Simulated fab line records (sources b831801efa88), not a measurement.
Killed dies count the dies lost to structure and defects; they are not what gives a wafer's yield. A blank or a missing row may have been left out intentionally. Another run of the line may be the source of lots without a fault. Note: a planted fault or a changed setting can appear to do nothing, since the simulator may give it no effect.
Struck lot and sound lot, side by side    flow sky130    40 steps out of a route of 708
Sound: these wafers, L362.3, L362.4, L362.5. Wafers L369.1, L369.2, L369.4 were the ones struck. The cause is named last.
For every step that has rows: the tool of each side, followed by ch and its chambers, followed by its first start. Under that, the readings that differ: sound wafers    struck wafers    difference of the means    sigmas: that difference in standard deviations of wafers without a fault.
alike: words and numbers the same on both sides, and readings whose means are apart by under 2 such deviations; not compared: readings that were withheld, readings missing a value for some wafer, numbers with overlapping values and no deviation given by the record, and bounds like >300 which may hide the same value.
A row with sigmas, a row that says differs or no value, or rows on one side alone: a step with any of these is where the two part. Numbers that don't overlap but have no deviation are shown without sigmas and don't part them. A reading missing from all wafers of one side parts the sides only when that side holds two or more wafers.

first, 9 steps without rows for these wafers: SKY_VT_ADJUST_HVTP_COAT_02 (resist thk 1140 nm); SKY_VT_ADJUST_HVTP_SOFTBAKE_03 (time 60 s); SKY_VT_ADJUST_HVTP_EXPOSE_04 (exposes mask HVTPM, target cd 380 nm); SKY_VT_ADJUST_HVTP_PEB_05; SKY_VT_ADJUST_HVTP_DEVELOP_06 (develop time 60 s); SKY_VT_ADJUST_HVTP_IMPLANT_09; SKY_VT_ADJUST_HVTP_STRIP_10 (strips in O2/N2); SKY_VT_ADJUST_LVTN_DEHYDRATE_00 (time 60 s); SKY_VT_ADJUST_LVTN_HMDS_01 (prime time 60 s).
SKY_VT_ADJUST_LVTN_COAT_02: resist thk 3000 nm.
  struck on litho_track-02, day 10 22:55; sound on litho_track-03 ch 0, day 9 14:46
  no value came back on the struck wafers for chill_plate_temp_C (C), dispense_pressure_kPa (kPa); on the sound wafers chill_plate_temp_C (C) reads 22.89 22.92 22.91
then, 4 steps without rows for these wafers: SKY_VT_ADJUST_LVTN_SOFTBAKE_03; SKY_VT_ADJUST_LVTN_EXPOSE_04 (exposes mask NWM COMPLEMENT LESS NATIVE, target cd 840 nm); SKY_VT_ADJUST_LVTN_PEB_05; SKY_VT_ADJUST_LVTN_DEVELOP_06 (develop time 60 s).
SKY_VT_ADJUST_LVTN_OVL_MEAS_07:
  struck on overlay-02, day 11 09:49; sound on overlay-02, day 10 01:40
reading                  sound           struck  difference                     sigmas
VT_ADJUST_LVTN_OVL (nm)  -1.7 -1.0 -2.0  - - -   no value on the struck wafers  
then, 11 steps without rows for these wafers: SKY_VT_ADJUST_LVTN_IMPLANT_08; SKY_VT_ADJUST_LVTN_STRIP_09 (strips in O2/N2); SKY_VT_ADJUST_LVTN_DEHYDRATE_11 (time 60 s); SKY_VT_ADJUST_LVTN_HMDS_12 (prime time 60 s); SKY_VT_ADJUST_LVTN_COAT_13 (resist thk 1140 nm); SKY_VT_ADJUST_LVTN_SOFTBAKE_14 (time 60 s); SKY_VT_ADJUST_LVTN_EXPOSE_15 (exposes mask HVN STD DERIVED, target cd 600 nm); SKY_VT_ADJUST_LVTN_PEB_16; SKY_VT_ADJUST_LVTN_DEVELOP_17 (develop time 60 s); SKY_VT_ADJUST_LVTN_IMPLANT_19; SKY_VT_ADJUST_LVTN_STRIP_20 (strips in O2/N2).
SKY_VT_ADJUST_LVTN_TW_MEAS_21:
  struck on film_metro-03, day 12 10:24; sound on film_metro-01, day 11 01:43
reading              sound              struck             difference  sigmas
VT_ADJUST_LVTN_2_TW  185.6 186.0 185.7  265.9 267.6 267.9  +81.4       +43
then, 8 steps without rows for these wafers: SKY_VT_ADJUST_NCORE_DEHYDRATE_00 (time 60 s); SKY_VT_ADJUST_NCORE_HMDS_01 (prime time 60 s); SKY_VT_ADJUST_NCORE_COAT_02 (resist thk 1140 nm); SKY_VT_ADJUST_NCORE_SOFTBAKE_03 (time 60 s); SKY_VT_ADJUST_NCORE_EXPOSE_04 (exposes mask LVTN COMPLEMENT THIN, target cd 380 nm); SKY_VT_ADJUST_NCORE_PEB_05; SKY_VT_ADJUST_NCORE_DEVELOP_06 (develop time 60 s); SKY_VT_ADJUST_NCORE_IMPLANT_09.
SKY_VT_ADJUST_NCORE_TW_MEAS_11:
  struck on film_metro-02, day 13 12:10; sound on film_metro-04, day 12 01:56
reading             sound              struck             difference  sigmas
VT_ADJUST_NCORE_TW  222.2 222.4 221.5  284.4 283.9 282.5  +61.6       +32
SKY_VT_ADJUST_HVTR_TW_MEAS_11:
  struck on film_metro-04, day 14 14:49; sound on film_metro-01, day 13 03:30
reading            sound              struck             difference  sigmas
VT_ADJUST_HVTR_TW  209.6 209.0 208.8  281.2 281.2 280.3  +71.8       +28
SKY_VT_ADJUST_PCH_TW_MEAS_10:
  struck on film_metro-01, day 15 17:39; sound on film_metro-01, day 14 05:22
reading           sound              struck             difference  sigmas
VT_ADJUST_PCH_TW  139.0 139.3 140.1  247.2 247.4 245.8  +107.3      +77
SKY_SONOS_TUNNEL_TW_MEAS_12:
  struck on film_metro-04, day 16 22:34; sound on film_metro-03, day 15 08:06
reading          sound              struck             difference  sigmas
SONOS_TUNNEL_TW  196.2 197.8 197.5  273.9 273.4 272.5  +76.1       +54
-- here the record skips 33 days between the struck wafers' starts before and after, leaving off in module SONOS_TUNNEL and picking up in module PAD_OPEN (first step shown: number 708 of the route) --
SKY_PAD_OPEN_PROBE_99:
  the record has rows for the struck wafers here (prober-01, day 49 14:14) and none for the sound ones

== WHERE THEY PART ==
Earliest at SKY_VT_ADJUST_LVTN_COAT_02; latest, in this record, at SKY_PAD_OPEN_PROBE_99.

WHY: whatever the simulator had introduced
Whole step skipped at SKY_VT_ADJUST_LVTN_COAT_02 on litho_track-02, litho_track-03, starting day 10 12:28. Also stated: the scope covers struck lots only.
